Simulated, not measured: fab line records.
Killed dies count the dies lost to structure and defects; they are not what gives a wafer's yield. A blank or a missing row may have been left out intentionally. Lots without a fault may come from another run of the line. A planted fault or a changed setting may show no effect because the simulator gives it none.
Which tool is to blame? | flow sky130 | Sampling: 6 lots, 18 wafers, 3 of 708 route steps

## WHAT THE GAUGES SHOWED, per wafer
SKY_METAL5_RS_MEAS_05: uses a four-point probe to measure.
lot  | measured     | on            | METAL5_ALCU_RS (ohm/sq)
L723 | day 43 12:30 | film_metro-02 | 0.02706 0.02706 0.02717
L728 | day 44 17:17 | film_metro-02 | 0.02692 0.02698 0.02749
L730 | day 45 01:47 | film_metro-04 | 0.02682 0.02688 0.02739
L734 | day 46 10:56 | film_metro-03 | 0.02697 0.0269 0.02658
L742 | day 48 06:40 | film_metro-02 | 0.02692 0.02697 0.02704
L745 | day 48 17:42 | film_metro-02 | 0.02682 0.02648 0.02703

## TOOL THAT RAN EACH LOT (tool first, then ch and the chambers of the sampled wafers, then the start)
lot  | SKY_VIA2_SPUTTER_20          | SKY_METAL5_SPUTTER_00
L723 | pvd_sputter-03, day 37 01:06 | pvd_sputter-02, day 43 12:17
L728 | pvd_sputter-03, day 38 09:47 | pvd_sputter-04, day 44 17:08
L730 | pvd_sputter-03, day 38 19:51 | pvd_sputter-04, day 45 01:37
L734 | pvd_sputter-04, day 40 10:53 | pvd_sputter-02, day 46 10:44
L742 | pvd_sputter-01, day 42 13:45 | pvd_sputter-04, day 48 06:30
L745 | pvd_sputter-03, day 43 02:57 | pvd_sputter-04, day 48 17:29
- SKY_VIA2_SPUTTER_20: material TiN, target thk 20 nm, time 80 s.
- SKY_METAL5_SPUTTER_00: material Ti, target thk 15 nm, time 10 s.

## THE ANSWER, worked out from the rows above alone
Rule: the usual values come from the lots themselves. The widest of any qualifying gaps counts: lots, ordered by their means at a reading, are off when they make up no more than a third of the lots, leave a main group of 4 or more, and stand apart from it by 3 or more times the standard deviation of that group's means. If all means in a main group match to the digits the tables above print for the reading, that group is not used. A lot without any number at a reading at which 4 lots or more have one is off too. Where the step has rows for the other lots, those lots are counted as sound.
No lot is off at any reading shown: from this, nothing can be told.

## WHAT THE SIMULATOR PUT IN
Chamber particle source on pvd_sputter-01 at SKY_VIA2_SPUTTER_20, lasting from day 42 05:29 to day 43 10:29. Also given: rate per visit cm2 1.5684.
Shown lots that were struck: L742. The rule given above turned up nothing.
